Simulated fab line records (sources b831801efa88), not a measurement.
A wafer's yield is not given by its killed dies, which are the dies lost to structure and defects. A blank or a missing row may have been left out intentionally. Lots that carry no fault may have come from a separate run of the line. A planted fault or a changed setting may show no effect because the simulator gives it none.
Chamber matching    flow sky130    cmp-02 running SKY_CONTACT_CMP_27: 4 sister chambers
The step polishes, stops on SiO2, t overpolish 15 s, target thk 0 nm. 7 wafers are shown with their chamber, then 10 later ones without.

== WAFERS PAIRED WITH THEIR CHAMBERS ==
wafer   chamber  motor current A (A)  time to endpoint s (s)
L473.6  1        10.9                 80.1
L476.3  2        11.8                 83.1
L478.3  0        11.6                 87.8
L478.4  3        9.5                  83.7
L478.6  0        11.5                 87.1
L479.2  2        11.6                 85.7
L479.3  3        9.8                  86.1

== WAFERS WITHOUT THEIR CHAMBER ==
wafer   motor current A (A)  time to endpoint s (s)
L479.6  10.9                 87.6
L480.1  11.9                 82.6
L480.2  10.4                 81.7
L480.5  11.1                 83.4
L481.1  10.9                 83.6
L481.4  9.1                  87.3
L481.6  10.4                 84.5
L488.3  9.4                  85.8
L488.4  11.7                 84.7
L488.6  10.9                 86.5

== WHICH CHAMBER EACH ONE RAN IN ==
wafer   from the rows above           in truth
L479.6  can't be placed: 0 or 1 or 2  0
L480.1  2                             2
L480.2  can't be placed: 1 or 3       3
L480.5  can't be placed: 1 or 2 or 0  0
L481.1  1                             1
L481.4  3                             3
L481.6  can't be placed: 1 or 3       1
L488.3  3                             3
L488.4  can't be placed: 2 or 0       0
L488.6  can't be placed: 0 or 1 or 2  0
Placed correctly: 4 of 10. From these rows, 6 cannot be placed; in 6 the true chamber is one of the candidates. 0 placed wrongly.
How it was worked out, from the rows above alone: a wafer's distance from a chamber is the root of the sum, over the readings, of the square of ((its reading less the chamber's mean) divided by the reading's scatter). The wafer belongs to the nearest chamber; if the next one is less than 2 further off, it can't be placed. For every chamber, the mean is computed from those of its wafers that are shown. How the scatter is found: for the shown wafers, subtract from each reading the mean of its chamber, square and add these, divide the total by (wafers less chambers), then take the root.
